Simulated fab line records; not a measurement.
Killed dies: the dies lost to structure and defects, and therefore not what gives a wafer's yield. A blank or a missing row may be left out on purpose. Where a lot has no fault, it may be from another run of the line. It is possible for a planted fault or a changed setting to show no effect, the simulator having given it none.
The same fault as seen by 2 desks || flow sky130 || every desk sees just its own numbers, and what lay behind them comes last

## THE METROLOGY DESK
What the gauges read for every lot (on any tool): the sampled wafers with a number, averaged. Marked OUT: a lot whose mean sits more than 4 standard deviations from the usual mean, which makes it out of limits; the brackets give that distance.
Columns: A = LDD_P_OVL at SKY_LDD_P_OVL_MEAS_08, usual 0.1 nm; B = LDD_P_TW at SKY_LDD_P_TW_MEAS_11, usual 637
{"lot": "L342", "first seen here": "day 19 02:04", "A": 0.3, "B": 638}
{"lot": "L344", "first seen here": "day 19 16:25", "A": 0.5, "B": 623}
{"lot": "L345", "first seen here": "day 20 15:35", "A": 0.3, "B": 636}
{"lot": "L346", "first seen here": "day 21 06:14", "A": 0.7, "B": 626}
{"lot": "L349", "first seen here": "day 22 05:52", "A": 1.0, "B": 641}
{"lot": "L350", "first seen here": "day 22 17:16", "A": 0.9, "B": 637}
{"lot": "L351", "first seen here": "day 23 05:11", "A": 1.0, "B": 638}
{"lot": "L352", "first seen here": "day 23 06:11", "A": -0.6, "B": 640}
{"lot": "L356", "first seen here": "day 24 14:47", "A": 1.6, "B": "523 (-16) OUT"}
{"lot": "L357", "first seen here": "day 24 16:40", "A": 0.9, "B": "526 (-16) OUT"}
{"lot": "L364", "first seen here": "day 27 04:23", "A": 1.0, "B": 644}
{"lot": "L365", "first seen here": "day 27 15:35", "A": 0.2, "B": 636}
This desk finds L356, L357 out of limits, with the earliest case on L356 at day 24 15:04 (LDD_P_TW at SKY_LDD_P_TW_MEAS_11). In limits: L342, L344, L345, L346, L349, L350, L351, L352, L364, L365.

## THE TOOL OWNER'S DESK: implanter-01
For each lot that ran on this tool, the mean over its sampled wafers that have a number, from the tool's own readings at SKY_LDD_P_IMPLANT_09. Marked OUT: a lot whose mean sits more than 4 standard deviations from the usual mean, which makes it out of limits; the brackets give that distance.
Columns: A = dose_ions_cm2 at SKY_LDD_P_IMPLANT_09, usual 9.999e+12; B = end_station_pressure_torr at SKY_LDD_P_IMPLANT_09, usual 5.03e-06 Torr; C = faraday_current_uA at SKY_LDD_P_IMPLANT_09, usual 56.3
{"lot": "L344", "first seen here": "day 19 16:26", "A": 1.001e+13, "B": 5.27e-06, "C": 55.8}
{"lot": "L345", "first seen here": "day 20 15:38", "A": 1.000e+13, "B": 5.06e-06, "C": 57.3}
{"lot": "L346", "first seen here": "day 21 06:16", "A": 9.990e+12, "B": 5.00e-06, "C": 56.5}
{"lot": "L350", "first seen here": "day 22 17:17", "A": 1.000e+13, "B": 5.06e-06, "C": 57.1}
{"lot": "L351", "first seen here": "day 23 05:13", "A": 1.001e+13, "B": 5.09e-06, "C": 56.7}
{"lot": "L352", "first seen here": "day 23 06:14", "A": 9.997e+12, "B": 5.15e-06, "C": 57.0}
{"lot": "L356", "first seen here": "day 24 14:49", "A": "5.446e+12 (-99 or more) OUT", "B": 4.98e-06, "C": "31.3 (-23) OUT"}
{"lot": "L357", "first seen here": "day 24 16:44", "A": "5.453e+12 (-99 or more) OUT", "B": 4.96e-06, "C": "30.4 (-24) OUT"}
{"lot": "L364", "first seen here": "day 27 04:28", "A": 9.986e+12, "B": 4.95e-06, "C": 57.0}
{"lot": "L365", "first seen here": "day 27 15:41", "A": 9.998e+12, "B": 4.94e-06, "C": 56.2}
This desk's finding: out of limits on L356, L357; first on L356, day 24 14:49 (dose_ions_cm2 at SKY_LDD_P_IMPLANT_09). In limits: L344, L345, L346, L350, L351, L352, L364, L365.

## BROUGHT TOGETHER
An alarm could have come from the tool owner's desk at day 24 14:49, on L356, L357.
Metrology desk: alarm possible at day 24 15:04 on L356, L357.
On implanter-01, each named lot ran SKY_LDD_P_IMPLANT_09.

## WHAT WAS PUT IN BY THE SIMULATOR
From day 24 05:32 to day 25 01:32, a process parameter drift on implanter-01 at SKY_LDD_P_IMPLANT_09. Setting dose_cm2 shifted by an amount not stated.
Shown lots that were struck: L356, L357.
Delay (hours) between the fault's onset and each desk's first out-of-limits reading: 9 at the tool owner's desk, 10 at the metrology desk.
